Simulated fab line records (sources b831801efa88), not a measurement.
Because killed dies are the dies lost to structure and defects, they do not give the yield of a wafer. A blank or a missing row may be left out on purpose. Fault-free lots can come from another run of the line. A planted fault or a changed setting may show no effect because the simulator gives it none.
Which of the tools did it?	flow sky130	30 wafers from 11 lots sampled at 5 of the route's 708 steps

## WHAT THE GAUGES READ, wafer by wafer
SKY_POLY_CUT_CD_MEAS_08 targets a cd of 270 nm.
lot	measured	on	cd-nm (nm)
L529	day 22 13:39	cd-sem-01	268.2 267.3 267.5
L530	day 24 09:13	cd-sem-01	270.8 271.6 270.0
L538	day 28 05:30	cd-sem-02	270.9 270.0
L539	day 28 13:43	cd-sem-02	272.4 273.5
L540	day 28 20:42	cd-sem-02	269.9 269.1
L542	day 30 23:01	cd-sem-02	270.9 270.7 269.0
L546	day 31 01:32	cd-sem-02	271.3 270.0 271.2
L547	day 31 03:34	cd-sem-02	271.6 270.8 272.9
L548	day 31 08:30	cd-sem-02	270.4 269.6 269.7
L550	day 32 18:35	cd-sem-01	269.8 268.8 269.3
L552	day 33 02:24	cd-sem-01	268.3 269.6 267.9

SKY_SD_N_RS_MEAS_17: the measuring method here is four-point-probe.
lot	measured	on	SD_P_RS (ohm/sq)
L529	day 26 10:29	film-metro-03	146.7 147.0 147.1
L530	day 28 02:41	film-metro-03	146.7 147.1 147.0
L538	day 31 21:17	film-metro-03	146.9 147.1
L539	day 32 03:31	film-metro-04	146.8 147.3
L540	day 32 10:14	film-metro-02	146.6 146.8
L542	day 34 05:23	film-metro-02	147.0 146.6 147.1
L546	day 34 07:55	film-metro-03	147.5 147.3 147.2
L547	day 34 09:03	film-metro-04	146.7 147.4 147.2
L548	day 34 11:40	film-metro-04	147.4 146.9 147.2
L550	day 35 22:05	film-metro-03	146.9 147.0 147.2
L552	day 36 05:23	film-metro-03	147.8 147.0 147.2

SKY_LOCAL_INTERCONNECT_RS_MEAS_01: the measuring method here is four-point-probe.
lot	measured	on	LOCAL_INTERCONNECT_TIN_RS (ohm/sq)
L529	day 27 18:16	film-metro-01	14.07 14.27 14.15
L530	day 29 09:19	film-metro-04	14.32 14.17 14.29
L538	day 33 02:04	film-metro-02	10.52 14.17
L539	day 33 07:22	film-metro-02	10.39 14.35
L540	day 33 13:13	film-metro-02	10.42 14.08
L542	day 35 08:17	film-metro-04	14.41 14.21 14.40
L546	day 35 11:45	film-metro-01	14.30 14.43 14.34
L547	day 35 12:38	film-metro-02	14.13 14.14 14.09
L548	day 35 16:04	film-metro-01	14.22 14.29 14.21
L550	day 37 01:25	film-metro-04	14.14 13.92 14.09
L552	day 37 08:37	film-metro-04	14.16 14.24 14.34

SKY_LOCAL_INTERCONNECT_THK_MEAS_02: measures by xrf.
lot	measured	on	LOCAL_INTERCONNECT_TIN_THK (nm)
L529	day 27 18:23	film-metro-01	100.5 99.5 99.9
L530	day 29 09:26	film-metro-04	99.3 99.7 99.1
L538	day 33 02:11	film-metro-02	131.6 99.3
L539	day 33 07:29	film-metro-02	133.8 98.2
L540	day 33 13:20	film-metro-02	133.6 99.7
L542	day 35 08:24	film-metro-04	98.1 99.5 98.0
L546	day 35 11:52	film-metro-01	98.7 98.5 98.7
L547	day 35 12:45	film-metro-02	100.0 100.0 100.3
L548	day 35 16:11	film-metro-01	99.3 98.8 99.3
L550	day 37 01:31	film-metro-04	99.9 102.3 100.7
L552	day 37 08:44	film-metro-04	99.9 99.5 99.0

## TOOL THAT RAN EACH LOT (tool first, then ch and the chambers of the sampled wafers, then the start)
lot	SKY_LOCAL_INTERCONNECT_SPUTTER_00
L529	pvd-sputter-01, day 27 18:13
L530	pvd-sputter-01, day 29 09:14
L538	pvd-sputter-01, day 33 02:00
L539	pvd-sputter-01, day 33 07:18
L540	pvd-sputter-01, day 33 13:09
L542	pvd-sputter-04, day 35 08:13
L546	pvd-sputter-04, day 35 11:40
L547	pvd-sputter-03, day 35 12:34
L548	pvd-sputter-04, day 35 16:00
L550	pvd-sputter-03, day 37 01:20
L552	pvd-sputter-04, day 37 08:33
- SKY_LOCAL_INTERCONNECT_SPUTTER_00: material TiN, target thk 100 nm, time 83.3 s.

## WHAT THE TOOLS THEMSELVES READ (means of the sampled wafers that have a number; where no wafer has one, the mark that the record gives instead)
SKY_LOCAL_INTERCONNECT_SPUTTER_00.
lot	tool	cathode-dc-power-W (W)	throttle-valve-pct (%)
L529	pvd-sputter-01	6499.4	31.8
L530	pvd-sputter-01	6500.7	31.1
L538	pvd-sputter-01	6499.9	28.9
L539	pvd-sputter-01	6498.5	31.8
L540	pvd-sputter-01	6501.2	31.5
L542	pvd-sputter-04	6500.9	29.6
L546	pvd-sputter-04	6500.6	30.0
L547	pvd-sputter-03	6501.1	29.2
L548	pvd-sputter-04	6499.1	30.2
L550	pvd-sputter-03	6500.1	30.4
L552	pvd-sputter-04	6500.7	29.6

## THE ANSWER, worked out from the rows above alone
Rule: what is usual is taken from the lots themselves. The widest of any qualifying gaps counts: lots, ordered by their means at a reading, are off when they make up no more than a third of the lots, leave a main group of 4 or more, and stand apart from it by 3 or more times the standard deviation of that group's means. A main group is skipped when, at the precision printed for the reading in the tables above, its means are all equal. A lot without any number at a reading at which 4 lots or more have one is off too. All remaining lots with rows at the step are treated as sound. First the gauges in route order, then the tools' own readings, where a lot's mean is used as printed above. At the first step where some lot is off, the reading lying furthest off is the one used; lots without a number count as furthest.
Off: at SKY_LOCAL_INTERCONNECT_RS_MEAS_01 (LOCAL_INTERCONNECT_TIN_RS), L538, L539, L540. The main group has a mean of 14.22 ohm/sq with a standard deviation of 0.099.
A tool fits if, at a process step before that reading, it ran every lot that is off, and no sound lot after the first of them. The gauges at SKY_LOCAL_INTERCONNECT_RS_MEAS_01 are tried like those tools. One candidate fits, namely pvd-sputter-01 at SKY_LOCAL_INTERCONNECT_SPUTTER_00. A fault onset in the window from L530 (day 29 09:14, its last sound lot) to L538 (day 33 02:00, its first lot off) fits.

## WHAT THE SIMULATOR HAD INSERTED
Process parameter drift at SKY_LOCAL_INTERCONNECT_SPUTTER_00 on pvd-sputter-01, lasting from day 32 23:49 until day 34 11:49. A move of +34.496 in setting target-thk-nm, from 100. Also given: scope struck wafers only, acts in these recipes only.
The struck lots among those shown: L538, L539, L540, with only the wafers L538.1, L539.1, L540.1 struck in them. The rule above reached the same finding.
